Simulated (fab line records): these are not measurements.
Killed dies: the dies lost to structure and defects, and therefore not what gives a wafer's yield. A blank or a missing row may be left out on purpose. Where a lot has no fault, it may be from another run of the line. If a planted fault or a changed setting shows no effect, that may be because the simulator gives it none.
Struck lot and sound lot, side by side :: flow sky130 :: 24 steps out of a route of 708
Sound: wafers L159.2, L159.4, L159.6. Struck: wafer L168.6 (left out: L168.2, L168.5 of the same lot, which were not struck); the cause appears at the end.
Order at every step that has rows: each side's tool, ch and its chambers, its first start. Under that, the readings that differ: sound wafers :: struck wafers :: difference of the means :: sigmas: that difference in standard deviations of wafers without a fault.
alike: readings whose means differ by less than 2 such deviations, and words and numbers that are the same on both sides. not compared: withheld readings, readings that some wafer has no value for, bounds like >300 that may hide the same value, and numbers for which the record gives no deviation and whose values overlap.
The two part at a step that has a row with sigmas, a row that says differs or no value, or rows on one side only. Non-overlapping numbers with no deviation appear without sigmas and do not part them. A reading missing from all wafers of one side parts the sides only when that side holds two or more wafers.

SKY_VIA1_BOW_MEAS_03:
  sound on film-metro-01, day 34 05:39; struck on film-metro-03, day 36 08:43
reading: VIA1_BOW (um)
sound: 69 80 63
struck: 90
difference: +19
sigmas: +3
then, 8 steps without rows for these wafers: SKY_VIA1_DEHYDRATE_04 (time 60 s); SKY_VIA1_HMDS_05 (prime time 60 s); SKY_VIA1_COAT_06 (resist thk 60 nm); SKY_VIA1_COAT_07 (resist thk 450 nm); SKY_VIA1_SOFTBAKE_08 (time 90 s); SKY_VIA1_EXPOSE_09 (exposes mask VIM, target cd 150 nm); SKY_VIA1_PEB_10; SKY_VIA1_DEVELOP_11 (develop time 60 s).
SKY_VIA1_CD_MEAS_12 targets a cd of 150 nm.
  sound on cd-sem-01, day 35 07:37; struck on cd-sem-01, day 37 11:07
  alike: cd-nm
SKY_VIA1_OVL_MEAS_13:
  sound on overlay-01, day 35 07:44; struck on overlay-02, day 37 11:13
  alike: VIA1_OVL
SKY_VIA1_ETCH_14: etches BARC in N2/H2, stops on SiO2, time 45.9 s, target depth 60 nm.
  sound on rie-diel-03 ch 1,2, day 35 07:46; struck on rie-diel-03 ch 3, day 37 11:15
  alike: drypump-motor-current-A, oes-product-au, rf-fwd-power-W, throttle-valve-pct
  not compared: rf-hours-counter-h
SKY_VIA1_ETCH_15: etches SiO2 in C4F8/O2/Ar, stops on TiN, target depth 351 nm, time 54 s.
  sound on rie-diel-03 ch 1,2, day 35 07:48; struck on rie-diel-03 ch 3, day 37 11:17
reading: oes-product-au (a.u.)
sound: 0.982 0.979 0.987
struck: 0.845
difference: -0.138
sigmas: -25

reading: model.etch.depth-nm (nm)
sound: 343.2 345.2 344.4
struck: 261.8
difference: -82.5
sigmas: 

reading: model.VIA1.feature-depth-nm (nm)
sound: 343.2 345.2 344.4
struck: 261.8
difference: -82.5
sigmas: 

reading: model.KrF-thick_of_VIA1_COAT_07.thk-nm (nm)
sound: 327.2 323.7 326.4
struck: 341.6
difference: +15.8
sigmas: 
  alike: rf-fwd-power-W
  not compared: rf-hours-counter-h
SKY_VIA1_STRIP_16: strips in O2/N2.
  sound on plasma-asher-01 ch 0,1, day 35 07:51; struck on plasma-asher-04 ch 0, day 37 11:20
reading: oes-product-au (a.u.)
sound: 0.415 0.422 0.420
struck: 0.429
difference: +0.010
sigmas: +2

reading: strip-time-to-endpoint-s (s)
sound: 4.513 4.472 4.505
struck: 4.647
difference: +0.150
sigmas: +8
  alike: drypump-motor-current-A
  not compared: rf-hours-counter-h
then, 3 steps without rows for these wafers: SKY_VIA1_STRIP_17 (strips in post etch residue remover, time 1200 s); SKY_VIA1_CLEAN_18 (cleans in IPA, time 180 s); SKY_VIA1_CLEAN_19 (cleans in O3/DIW).
SKY_VIA1_SPUTTER_20: material TiN, target thk 20 nm, time 80 s.
  sound on pvd-sputter-01, day 35 08:31; struck on pvd-sputter-01, day 37 11:58
  alike: throttle-valve-pct
SKY_VIA1_CVD_21: deposits W, target thk 270 nm, time 80.902 s.
  sound on cvd-w-01 ch 0,1, day 35 08:35; struck on cvd-w-01 ch 0, day 37 12:02
  alike: heater-power-w
  not compared: since-wet-clean-h
SKY_VIA1_CMP_24: polishes, stops on SiO2, t overpolish 15 s, target thk 0 nm.
  sound on cmp-01 ch 0,3, day 35 08:51; struck on cmp-01 ch 1, day 37 12:18
  alike: edge-zone-pressure-frac, motor-current-A
SKY_METAL2_SPUTTER_00: material Ti, target thk 15 nm, time 10 s.
  rows exist in the record for the sound wafers here (pvd-sputter-04, day 35 09:09), none for the struck ones
SKY_METAL2_SPUTTER_01: material TiN, target thk 20 nm, time 16.7 s.
  rows exist in the record for the sound wafers here (pvd-sputter-04, day 35 09:11), none for the struck ones
SKY_METAL2_SPUTTER_02: material AlCu, target thk 250 nm, time 13.3 s.
  rows exist in the record for the sound wafers here (pvd-sputter-04, day 35 09:12), none for the struck ones
-- the record jumps here: 11 days lie between the struck wafers' starts before and after (it left off in module METAL2 and takes up again in module PAD_OPEN, whose first step shown is number 708 of the route) --
SKY_PAD_OPEN_PROBE_99:
  sound on prober-01, day 46 15:37; struck on prober-01, day 48 12:22
reading: model.etest.nfet_01v8_swapped.open
sound: 0 0 0
struck: 1
difference: +1
sigmas: 

reading: model.etest.nfet-g5v0d10v5.under-floor
sound: 0 0 0
struck: 1
difference: +1
sigmas: 

reading: model.etest.cap-li-to-well.open
sound: 0 0 0
struck: 1
difference: +1
sigmas: 

reading: model.etest.poly-comb.under-floor
sound: 0 0 0
struck: 1
difference: +1
sigmas: 

reading: model.etest.field-p.open
sound: 0 0 0
struck: 1
difference: +1
sigmas: 

reading: model.etest.sram-pfet-latch.under-floor
sound: 0 0 0
struck: 1
difference: +1
sigmas: 

reading: model.etest.licon-ndiff.open
sound: 0 0 0
struck: 1
difference: +1
sigmas: 

reading: model.etest.sonos-programmed.under-floor
sound: 0 0 0
struck: 1
difference: +1
sigmas: 

WHERE THEY PART
First at SKY_VIA1_BOW_MEAS_03; last, within this record, at SKY_METAL2_SPUTTER_02.

WHY: the cause the simulator had injected
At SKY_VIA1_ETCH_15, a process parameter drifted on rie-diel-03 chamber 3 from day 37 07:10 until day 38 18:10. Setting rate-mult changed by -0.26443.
